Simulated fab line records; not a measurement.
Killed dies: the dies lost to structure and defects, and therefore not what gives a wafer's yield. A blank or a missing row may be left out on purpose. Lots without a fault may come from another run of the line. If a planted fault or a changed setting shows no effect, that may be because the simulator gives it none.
Commonality check across tools	flow sky130	Sample size 11 lots and 33 wafers

## WHY IT WAS OPENED
Of 11 lots, 2 have the reading LDD_HVP_TW flagged at SKY_LDD_HVP_TW_MEAS_10. No-fault wafers: 456, standard deviation 5.4.
Rule: a lot is flagged when every wafer of it that has a number lies more than 4 standard deviations from that mean, or none has a number. The other lots count as sound.

lot	measured	on	LDD_HVP_TW, wafer by wafer	flag
L442	day 21 04:56	filmMetro-04	449 446 448	
L445	day 22 20:53	filmMetro-03	465 463 463	
L447	day 23 13:01	filmMetro-03	463 464 464	
L449	day 24 09:29	filmMetro-04	451 452 451	
L450	day 24 15:39	filmMetro-01	453 453 451	
L452	day 25 10:58	filmMetro-03	467 462 463	
L455	day 26 11:19	filmMetro-04	451 452 453	
L458	day 27 14:22	filmMetro-03	1471 1461 1458	FLAGGED
L460	day 27 22:19	filmMetro-03	1464 1472 1471	FLAGGED
L461	day 28 21:16	filmMetro-04	452 451 451	
L465	day 29 18:23	filmMetro-03	459 460 459	
Averaged over the flagged lots the numbers come to 1466, +1010 from the usual (+99 or more standard deviations).

## WHICH TOOL EACH LOT WENT THROUGH
2 process steps preceding the reading are held in the record, out of 708 steps in the route. Cell contents, in order: the tool; ch with the chambers the sampled wafers went through; the start.
lot	flag	SKY_LDD_P_STRIP_10	SKY_LDD_HVN_COAT_02
L442		plasmaAsher-04 ch 0,1, day 18 15:02	lithoTrack-03 ch 0, day 19 05:51
L445		plasmaAsher-01 ch 1, day 20 07:14	lithoTrack-01 ch 0, day 20 22:25
L447		plasmaAsher-03 ch 0,1, day 20 23:44	lithoTrack-01 ch 0, day 21 14:47
L449		plasmaAsher-04 ch 0,1, day 21 21:23	lithoTrack-01 ch 0, day 22 12:40
L450		plasmaAsher-03 ch 0,1, day 22 03:56	lithoTrack-03 ch 0, day 22 19:00
L452		plasmaAsher-01 ch 0,1, day 22 22:28	lithoTrack-04 ch 0, day 23 13:40
L455		plasmaAsher-03 ch 0,1, day 23 23:26	lithoTrack-03 ch 0, day 24 13:25
L458	FLAGGED	plasmaAsher-04 ch 0,1, day 25 04:05	lithoTrack-04, day 25 18:19
L460	FLAGGED	plasmaAsher-01 ch 1, day 25 13:20	lithoTrack-03, day 26 03:46
L461		plasmaAsher-01 ch 0, day 26 11:43	lithoTrack-01 ch 0, day 27 01:41
L465		plasmaAsher-04 ch 0,1, day 27 08:53	lithoTrack-01 ch 0, day 27 22:37
What is done by these steps:
- SKY_LDD_P_STRIP_10: strips in O2/N2.
- SKY_LDD_HVN_COAT_02: resist thk 300 nm.
- SKY_LDD_HVP_TW_MEAS_10

## FLAGGED AGAINST TOTAL, ONE TOOL AT A TIME (gauges that did the reading follow at the end)
step	tool	lots run	flagged	share of the flagged lots	sound lots run after its first flagged lot
SKY_LDD_P_STRIP_10	plasmaAsher-01	4	1	some	1 (L461)
SKY_LDD_P_STRIP_10	plasmaAsher-03	3	0	none	-
SKY_LDD_P_STRIP_10	plasmaAsher-04	4	1	some	1 (L465)
SKY_LDD_HVN_COAT_02	lithoTrack-01	5	0	none	-
SKY_LDD_HVN_COAT_02	lithoTrack-03	4	1	some	0
SKY_LDD_HVN_COAT_02	lithoTrack-04	2	1	some	0
SKY_LDD_HVP_TW_MEAS_10	filmMetro-01	1	0	none	-
SKY_LDD_HVP_TW_MEAS_10	filmMetro-03	6	2	all	1 (L465)
SKY_LDD_HVP_TW_MEAS_10	filmMetro-04	4	0	none	-

## WHAT THE TABLE ALLOWS
In the table, 1 row covers all flagged lots: filmMetro-03 at SKY_LDD_HVP_TW_MEAS_10.
- filmMetro-03 at SKY_LDD_HVP_TW_MEAS_10: 2 of its 6 lots flagged. Sound lots followed the first flagged one (L465) on it, something a lasting fault affecting the whole tool could not allow.
No row of the table ran every flagged lot and no sound lot after the first.

## WHAT THE SIMULATOR HAD INSERTED
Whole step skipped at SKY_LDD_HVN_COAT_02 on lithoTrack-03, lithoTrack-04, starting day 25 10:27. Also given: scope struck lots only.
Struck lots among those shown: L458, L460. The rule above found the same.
